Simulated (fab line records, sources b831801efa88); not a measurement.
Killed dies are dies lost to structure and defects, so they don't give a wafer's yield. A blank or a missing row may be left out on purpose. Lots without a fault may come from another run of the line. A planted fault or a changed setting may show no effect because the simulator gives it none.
Which tool did it? | flow gf180mcu | 6 lots, 18 wafers sampled, at 2 steps of a route of 602

WHAT THE GAUGES READ, wafer by wafer
GF_V4_THK_MEAS_01.
lot  | measured     | on            | V4_CVD_00_THK (nm)
L889 | day 23 22:31 | film_metro-04 | 604 584 605
L891 | day 24 19:50 | film_metro-04 | 600 595 588
L893 | day 25 17:52 | film_metro-04 | 611 603 602
L896 | day 26 19:29 | film_metro-04 | 596 604 601
L898 | day 27 05:22 | film_metro-01 | 601 598 599
L905 | day 29 01:18 | film_metro-02 | 598 594 597

WHICH TOOL RAN EACH LOT (tool, then ch and the chambers of the sampled wafers, then the start)
lot  | GF_M3_SPUTTER_02
L889 | pvd_sputter-02, day 20 18:54
L891 | pvd_sputter-02, day 21 18:47
L893 | pvd_sputter-02, day 22 19:05
L896 | pvd_sputter-02, day 23 22:46
L898 | pvd_sputter-04, day 24 10:44
L905 | pvd_sputter-02, day 26 09:11
- GF_M3_SPUTTER_02: material AlCu, target thk 450 nm, time 23.9 s.

THE ANSWER, worked out from the rows above alone
Rule: what is usual is taken from the lots themselves. Put in order of their means at a reading, lots are off if they are a third of the lots or fewer, leave a main group of 4 or more, and stand apart from it by a gap of 3 or more times the standard deviation of the main group's means; of several such gaps the widest counts. A main group whose means are all the same, to the digits that the tables above print for the reading, isn't used. A lot without any number at a reading at which 4 lots or more have one is off too. The other lots that the step has rows for count as sound.
No lot is off at any reading shown: from this, nothing can be told.

WHAT THE SIMULATOR HAD PUT IN
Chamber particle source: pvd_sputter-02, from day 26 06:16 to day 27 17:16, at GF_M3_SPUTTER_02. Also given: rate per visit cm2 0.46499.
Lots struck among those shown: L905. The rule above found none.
